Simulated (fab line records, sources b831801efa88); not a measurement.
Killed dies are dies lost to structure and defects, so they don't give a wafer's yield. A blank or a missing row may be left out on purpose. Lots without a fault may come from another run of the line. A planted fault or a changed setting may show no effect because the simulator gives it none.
fab line records | flow gf180mcu
record lots=6 wafers=18 last_day=33
route steps=602 shown MIM@507
lots that met no fault: from a run of the same line without faults
start_h: hours from the record's first day to the start of the lot's first wafer shown | wait_h: hours since the lot's step before | " the same as in the row above | L1.1+2: a row that stands for several wafers | - no value, or no start given | * or withheld: withheld | < > ~ a bound
route shown NAME@n: a module of which the file shows steps, and the number in the route of the first | usual: mean/standard deviation of fault-free wafers | same: alike in all rows | chamber/n: place in a boat | sites: the reading at each site | _std_site: their standard deviation | _edge_site: outer sites' mean less inner sites' | radius_mm: how far each site lies from the wafer's centre | mask NAME#n: copy n | behind: the tool/chamber that last shaped the wafer | hold: why the lot was held/for how many hours/how that ended | device: the transistor (n, p or np) that didn't switch | end of line: the same wafers' tests at the end of the route | a step without rows: its recipe alone | killed: dies lost to structure and defects at the first sort, not the wafer's yield | map: a wafer's dies, x killed, . not, _ none there
set.NAME: the setting as run; set.NAME@STEP: as run at that earlier step | model.NAME: the simulator's own value behind a step, which no gauge read
lots at some steps of the route; a table a step, a row a wafer
services: from which hour (start_h, from the record's first day; less than 0 if before it) a tool's chamber was out of use, for how many hours, and why
## steps
# step GF_MIM_SPUTTER_04
# recipe material=TiN target_thk_nm=50 power_w=6500 time_s=41.7 chamber_pressure_pa=0.4
# usual throttle_valve_pct=29.6/0.74
# columns lot.wafer tool chamber start_h wait_h throttle_valve_pct
L538.1 pvd_sputter-03 - 582.38 0.0 28.9
L538.2 " - " " 29.7
L538.6 " - " " 30.3
L545.1 pvd_sputter-02 - 640.07 0.0 29.6
L545.4 " - " " 29.6
L545.6 " - " " 29.4
L548.3 pvd_sputter-03 - 665.24 0.0 30.1
L548.4 " - " " 29.0
L548.5 " - " " 30.3
L552.1 pvd_sputter-03 - 689.43 0.0 29.7
L552.3 " - " " 29.7
L552.4 " - " " 30.4
L553.3 pvd_sputter-03 - 700.81 0.0 28.4
L553.5 " - " " 29.9
L553.6 " - " " 30.2
L554.1 pvd_sputter-02 - 707.36 0.0 29.3
L554.2 " - " " 31.4
L554.6 " - " " 29.3
# step GF_MIM_CVD_05
# recipe material=Si3N4 target_thk_nm=42 temp_max_c=400 temp_c=385 time_s=29.086 rf_w=450
# usual heater_power_w=612/82
# columns lot.wafer tool chamber start_h wait_h heater_power_w since_wet_clean_h
L538.1 pecvd-04 1 582.42 0.0 530 616
L538.2 " 0 " " 566 616
L538.6 " 1 " " 519 -
L545.1 pecvd-02 2 640.11 0.0 599 465
L545.4 " 2 " " 599 -
L545.6 " 1 " " 542 -
L548.3 pecvd-01 0 665.28 0.0 584 60
L548.4 " 1 " " 624 -
L548.5 " 2 " " 481 -
L552.1 pecvd-01 1 689.47 0.0 686 84
L552.3 " 2 " " 559 -
L552.4 " 1 " " 714 -
L553.3 pecvd-02 2 700.85 0.0 595 526
L553.5 " 1 " " 586 -
L553.6 " 0 " " 574 -
L554.1 pecvd-04 1 707.40 0.0 540 741
L554.2 " 2 " " 842 741
L554.6 " 1 " " 560 -
# step GF_MIM_THK_MEAS_06
# recipe reads=Si3N4_of_MIM_CVD_05
# usual MIM_CVD_05_THK=42.1/0.59
# columns lot.wafer tool chamber start_h wait_h MIM_CVD_05_THK[nm]
L538.1 film_metro-01 - 582.47 0.0 42.3
L538.2 " - " " 42.0
L538.6 " - " " 43.0
L545.1 film_metro-04 - 640.14 0.0 41.7
L545.4 " - " " 42.6
L545.6 " - " " 43.4
L548.3 film_metro-03 - 665.33 0.0 41.5
L548.4 " - " " 42.4
L548.5 " - " " 42.5
L552.1 film_metro-03 - 689.52 0.0 41.8
L552.3 " - " " 42.0
L552.4 " - " " 41.7
L553.3 film_metro-01 - 700.90 0.0 41.3
L553.5 " - " " 42.4
L553.6 " - " " 42.5
L554.1 film_metro-01 - 707.43 0.0 41.3
L554.2 " - " " 41.3
L554.6 " - " " 42.5
# step GF_MIM_SPUTTER_07
# recipe material=TiN target_thk_nm=60 power_w=6500 time_s=50 chamber_pressure_pa=0.4
# usual throttle_valve_pct=29.7/0.82
# columns lot.wafer tool chamber start_h wait_h throttle_valve_pct
L538.1 pvd_sputter-02 - 582.53 0.1 29.3
L538.2 " - " " 29.9
L538.6 " - " " 29.8
L545.1 pvd_sputter-03 - 640.20 0.1 28.9
L545.4 " - " " 29.7
L545.6 " - " " 29.7
L548.3 pvd_sputter-01 - 665.37 0.0 29.0
L548.4 " - " " 28.8
L548.5 " - " " 29.2
L552.1 pvd_sputter-02 - 689.58 0.1 29.5
L552.3 " - " " 29.6
L552.4 " - " " 29.5
L553.3 pvd_sputter-01 - 700.94 0.0 29.2
L553.5 " - " " 28.9
L553.6 " - " " 31.2
L554.1 pvd_sputter-03 - 707.49 0.1 28.8
L554.2 " - " " 29.5
L554.6 " - " " 30.4
# step GF_MIM_SPUTTER_08
# recipe material=AlCu target_thk_nm=200 power_w=10600 time_s=10.6 chamber_pressure_pa=0.4
# usual throttle_valve_pct=29.7/0.77
# columns lot.wafer tool chamber start_h wait_h throttle_valve_pct
L538.1 pvd_sputter-02 - 582.57 0.0 29.3
L538.2 " - " " 30.2
L538.6 " - " " 29.9
L545.1 pvd_sputter-03 - 640.25 0.0 29.1
L545.4 " - " " 29.8
L545.6 " - " " 29.7
L548.3 pvd_sputter-01 - 665.42 0.0 28.8
L548.4 " - " " 28.9
L548.5 " - " " 28.9
L552.1 pvd_sputter-02 - 689.62 0.0 29.5
L552.3 " - " " 29.7
L552.4 " - " " 29.4
L553.3 pvd_sputter-01 - 700.99 0.0 29.0
L553.5 " - " " 29.0
L553.6 " - " " 31.1
L554.1 pvd_sputter-03 - 707.54 0.0 28.5
L554.2 " - " " 29.4
L554.6 " - " " 30.1
# step GF_MIM_SPUTTER_09
# recipe material=TiN target_thk_nm=35 power_w=6500 time_s=29.2 chamber_pressure_pa=0.4
# step GF_MIM_RS_MEAS_10
# recipe thk_meas_gauge=four-point-probe reads=TiN_of_MIM_SPUTTER_09+AlCu_of_MIM_SPUTTER_08+TiN_of_MIM_SPUTTER_07
# usual MIM_ALCU_RS=0.1601/0.0025
# columns lot.wafer tool chamber start_h wait_h MIM_ALCU_RS[ohm/sq]
L538.1 film_metro-03 - 582.63 0.0 0.1607
L538.2 " - " " 0.1632
L538.6 " - " " 0.1612
L545.1 film_metro-03 - 640.30 0.0 0.1621
L545.4 " - " " 0.1592
L545.6 " - " " 0.1602
L548.3 film_metro-04 - 665.51 0.1 0.1603
L548.4 " - " " 0.1619
L548.5 " - " " 0.1565
L552.1 film_metro-01 - 689.68 0.0 0.1611
L552.3 " - " " 0.1656
L552.4 " - " " 0.1592
L553.3 film_metro-03 - 701.08 0.1 0.1599
L553.5 " - " " 0.1614
L553.6 " - " " 0.1625
L554.1 film_metro-03 - 707.59 0.0 0.1579
L554.2 " - " " 0.1580
L554.6 " - " " 0.1585
# step GF_MIM_THK_MEAS_11
# recipe thk_meas_gauge=xrf reads=AlCu_of_MIM_SPUTTER_08
# usual MIM_ALCU_THK=200/3.2
# columns lot.wafer tool chamber start_h wait_h MIM_ALCU_THK[nm]
L538.1 film_metro-03 - 582.75 0.1 200
L538.2 " - " " 198
L538.6 " - " " 200
L545.1 film_metro-03 - 640.42 0.1 197
L545.4 " - " " 199
L545.6 " - " " 198
L548.3 film_metro-04 - 665.61 0.1 199
L548.4 " - " " 197
L548.5 " - " " 203
L552.1 film_metro-01 - 689.80 0.1 199
L552.3 " - " " 192
L552.4 " - " " 201
L553.3 film_metro-03 - 701.18 0.1 199
L553.5 " - " " 198
L553.6 " - " " 197
L554.1 film_metro-03 - 707.71 0.1 203
L554.2 " - " " 202
L554.6 " - " " 202
# step GF_MIM_DEHYDRATE_12
# recipe temp_c=200 time_s=60
# step GF_MIM_HMDS_13
# recipe prime_time_s=60 prime_temp_c=120
# step GF_MIM_COAT_14
# recipe resist=NOVOLAK spin_rpm=3000 resist_thk_nm=1000
# step GF_MIM_SOFTBAKE_15
# recipe temp_c=90 time_s=60 resist=NOVOLAK
# step GF_MIM_EXPOSE_16
# recipe mask_id=FuseTop target_cd_nm=2000 na=0.6 source_shape=conventional sigma_outer=0.6 dose_mj=140
# usual exposure_dose_mJ_cm2=140.02/0.14 focus_offset_nm=0.0/0.5
# columns lot.wafer tool chamber start_h wait_h mask exposure_dose_mJ_cm2 focus_offset_nm
L538.1 iline_stepper-02 0 593.14 - FuseTop#0 140.18 -0.4
L538.2 " 0 " " FuseTop#0 140.17 -0.3
L538.6 " 0 " " FuseTop#0 140.20 1.0
L545.1 iline_stepper-01 0 650.78 - FuseTop#0 139.96 0.2
L545.4 " 0 " " FuseTop#0 140.12 0.0
L545.6 " 0 " " FuseTop#0 140.17 0.2
L548.3 iline_stepper-01 0 674.97 - FuseTop#0 140.08 0.8
L548.4 " 0 " " FuseTop#0 140.04 0.1
L548.5 " 0 " " FuseTop#0 140.08 -0.3
L552.1 iline_stepper-01 - 699.99 - FuseTop#0 - -
L552.3 " - " " FuseTop#0 - -
L552.4 " - " " FuseTop#0 - -
L553.3 iline_stepper-01 - 709.18 - FuseTop#0 - -
L553.5 " - " " FuseTop#0 - -
L553.6 " - " " FuseTop#0 - -
L554.1 iline_stepper-02 0 717.37 - FuseTop#0 139.93 1.0
L554.2 " 0 " " FuseTop#0 139.94 -0.3
L554.6 " 0 " " FuseTop#0 139.74 -0.4
# step GF_MIM_PEB_17
# recipe temp_c=withheld time_s=* resist=NOVOLAK
# step GF_MIM_DEVELOP_18
# recipe develop_time_s=60 dev_temp_c=23
# step GF_MIM_METAL_ETCH_19
# recipe chemistry=Cl2/BCl3 mask_material=NOVOLAK stop_on=Si3N4 target_depth_nm=324.5 pressure_mtorr=8 icp_w=800 bias_w=140 Cl2_flow_sccm=80 bcl3_flow_sccm=40 time_s=54.1
# usual drypump_motor_current_A=5.7/0.4 oes_product_au=0.941/0.0077 throttle_valve_pct=28.284/0.011
# columns lot.wafer tool chamber start_h wait_h drypump_motor_current_A oes_product_au rf_hours_counter_h throttle_valve_pct model.MIM.cd_nm
L538.1 rie_metal-03 1 603.19 0.1 5.3 0.941 11 28.278 2006
L538.2 " 0 " " 5.9 0.941 4 28.297 2007
L538.6 " 1 " " 5.3 0.937 - 28.284 2006
L545.1 rie_metal-01 0 660.58 0.1 5.9 0.934 10 28.288 2002
L545.4 " 0 " " 5.9 0.946 - 28.281 2002
L545.6 " 0 " " 5.9 0.940 - 28.278 1999
L548.3 rie_metal-01 0 684.08 0.1 5.9 0.946 - 28.294 2002
L548.4 " 0 " " 5.9 0.935 - 28.300 2001
L548.5 " 0 " " 6.0 0.946 - 28.283 2002
L552.1 rie_metal-02 1 707.73 0.1 5.1 0.931 6 28.286 3.016
L552.3 " 0 " " 6.1 0.943 - 28.281 -
L552.4 " 1 " " 5.1 0.935 - 28.295 2.805
L553.3 rie_metal-02 1 718.87 0.1 5.1 0.934 - 28.291 3.692
L553.5 " 0 " " 6.1 0.940 - 28.269 -
L553.6 " 1 " " 5.1 0.930 - 28.285 3.709
L554.1 rie_metal-01 0 725.19 0.1 5.9 0.944 15 28.288 2001
L554.2 " 1 " " 6.2 0.950 3 28.261 2001
L554.6 " 0 " " 6.0 0.945 - 28.267 1999
# step GF_MIM_STRIP_20
# recipe chemistry=O2/N2 power_w=1400 pressure_mtorr=1500 platen_temp_c=250 o2_flow_sccm=3000 n2_flow_sccm=300 overash_fraction=0.5
# usual drypump_motor_current_A=5.7/0.4 heater_power_w=340/34 n2_flow_sccm=299.9/0.83 oes_product_au=0.691/0.0048 strip_time_to_endpoint_s=11.21/0.033
# columns lot.wafer tool chamber start_h wait_h drypump_motor_current_A heater_power_w n2_flow_sccm oes_product_au rf_hours_counter_h strip_time_to_endpoint_s
L538.1 plasma_asher-04 1 603.26 0.0 5.9 338 299.9 0.688 82 11.13
L538.2 " 0 " " 6.2 302 300.5 0.682 82 11.15
L538.6 " 1 " " 5.9 327 299.8 0.680 - 11.12
L545.1 plasma_asher-02 1 660.65 0.0 5.7 338 298.7 0.695 24 11.26
L545.4 " 1 " " 5.7 341 299.2 0.696 - 11.27
L545.6 " 0 " " 5.7 351 299.6 0.691 - 11.20
L548.3 plasma_asher-03 1 684.21 0.1 4.8 346 299.0 0.688 - 11.21
L548.4 " 0 " " 6.0 423 300.7 0.688 - 11.18
L548.5 " 0 " " 6.0 420 300.7 0.695 - 11.19
L552.1 plasma_asher-04 1 707.80 0.0 5.9 332 300.1 0.695 94 11.20
L552.3 " 0 " " 6.2 299 298.5 0.685 - 11.19
L552.4 " 1 " " 5.9 323 301.5 0.698 - 11.21
L553.3 plasma_asher-02 0 718.95 0.1 5.7 342 300.6 0.685 - 11.23
L553.5 " 0 " " 5.7 335 299.4 0.694 - 11.31
L553.6 " 1 " " 5.7 336 300.0 0.690 - 11.22
L554.1 plasma_asher-03 0 725.26 0.0 6.0 417 298.4 0.691 114 11.15
L554.2 " 1 " " 4.8 354 300.0 0.684 114 11.20
L554.6 " 0 " " 6.0 414 298.2 0.685 - 11.16
## services
# columns tool chamber start_h hours kind
rie_metal-03 - 568.22 2.2 repair
pecvd-04 0 576.73 5.5 repair
pvd_sputter-03 - 579.51 0.5 repair
pecvd-04 2 581.03 6.0 repair
pecvd-01 - 591.12 14.0 pm
pvd_sputter-03 - 598.85 2.1 repair
rie_metal-02 0 599.71 11.8 repair
rie_metal-02 1 605.90 2.2 repair
rie_metal-03 - 614.87 0.4 repair
plasma_asher-03 - 622.04 3.3 repair
plasma_asher-02 - 628.34 2.2 repair
pecvd-04 1 634.65 4.9 repair
rie_metal-01 - 636.07 1.4 pm
pvd_sputter-02 - 645.83 23.6 repair
rie_metal-01 1 663.77 45.7 repair
iline_stepper-01 - 677.34 3.2 repair
pvd_sputter-02 0 681.06 - consumable_replace:kit
pvd_sputter-02 0 681.06 18.0 scheduled_down
pvd_sputter-02 0 681.06 18.0 vent_cycle
pecvd-01 0 685.38 8.9 repair
plasma_asher-02 - 713.05 1.2 repair
pecvd-02 1 715.09 2.3 repair
pvd_sputter-01 0 716.97 - consumable_replace:kit
plasma_asher-04 - 722.18 1.3 repair
## key
first_sign step=GF_MIM_EXPOSE_16 reading=tool_record direction=missing
effect none on later readings
model_effect step=GF_MIM_METAL_ETCH_19 value=MIM.cd_nm without=2003 struck=3.305
met_at GF_MIM_EXPOSE_16
struck_wafers L552.1,L552.3,L552.4,L553.3,L553.5,L553.6
later_rows_left_out L552.1,L552.3,L552.4,L553.3,L553.5,L553.6
sort_left_out L552.1,L552.3,L552.4,L553.3,L553.5,L553.6
onset_between 674.97 699.99
fault kind=skipped_step_whole tool=iline_stepper-01 chamber=- onset_h=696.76 steps=GF_MIM_EXPOSE_16 scope=struck_lots_only
# sort_left_out: the simulated sort isn't trusted on such a fault, so these wafers' sort isn't shown, and their yield isn't known
# later_rows_left_out: the simulator's readings of these wafers behind a module that went badly wrong aren't trusted and aren't shown, but for the sort
